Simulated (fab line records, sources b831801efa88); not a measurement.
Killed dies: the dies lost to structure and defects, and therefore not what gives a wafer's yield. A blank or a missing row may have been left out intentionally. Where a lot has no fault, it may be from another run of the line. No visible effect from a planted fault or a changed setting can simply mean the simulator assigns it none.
Matching of chambers | flow gf180mcu | cmp-02 running GF_V5_CMP_26: 4 sister chambers
The step polishes, stops on SiO2, t overpolish 15 s, target thk 0 nm. 8 wafers are shown with their chamber, then 7 later ones without.

WAFERS, EACH WITH ITS CHAMBER
wafer  | chamber | motor current A (A) | time to endpoint s (s)
L625.1 | 2       | 9.8                 | 94
L626.1 | 3       | 10.1                | 84
L626.4 | 1       | 10.6                | 83
L628.1 | 3       | 10.6                | 92
L628.2 | 2       | 9.7                 | 92
L628.6 | 0       | 11.9                | 89
L629.2 | 0       | 11.7                | 89
L629.3 | 1       | 10.6                | 93

WAFERS MISSING THEIR CHAMBER
wafer  | motor current A (A) | time to endpoint s (s)
L629.5 | 9.9                 | 94
L630.1 | 10.2                | 86
L630.3 | 9.8                 | 93
L630.5 | 10.3                | 85
L644.1 | 9.8                 | 92
L644.4 | 11.2                | 88
L644.5 | 9.9                 | 87

WHICH CHAMBER EACH WENT THROUGH
wafer  | from the rows above          | in truth
L629.5 | can't be placed: 2 or 3      | 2
L630.1 | can't be placed: 3 or 1 or 2 | 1
L630.3 | 2                            | 2
L630.5 | can't be placed: 3 or 1      | 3
L644.1 | 2                            | 2
L644.4 | can't be placed: 1 or 0 or 3 | 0
L644.5 | can't be placed: 2 or 3      | 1
Correct placement for 2 of the 7. Cannot be placed on the basis of these rows: 5; the candidates contain the true chamber in 4. Placed wrongly: 0.
How it was worked out, from the rows above alone: a wafer's distance from a chamber is the root of the sum, over the readings, of the square of ((its reading less the chamber's mean) divided by the reading's scatter). The wafer belongs to the nearest chamber; if the next one is less than 2 further off, it can't be placed. A chamber's mean is the mean of its shown wafers. The scatter: the root of (the sum of the squares of (reading less its chamber's mean) over the shown wafers, divided by (wafers less chambers)).
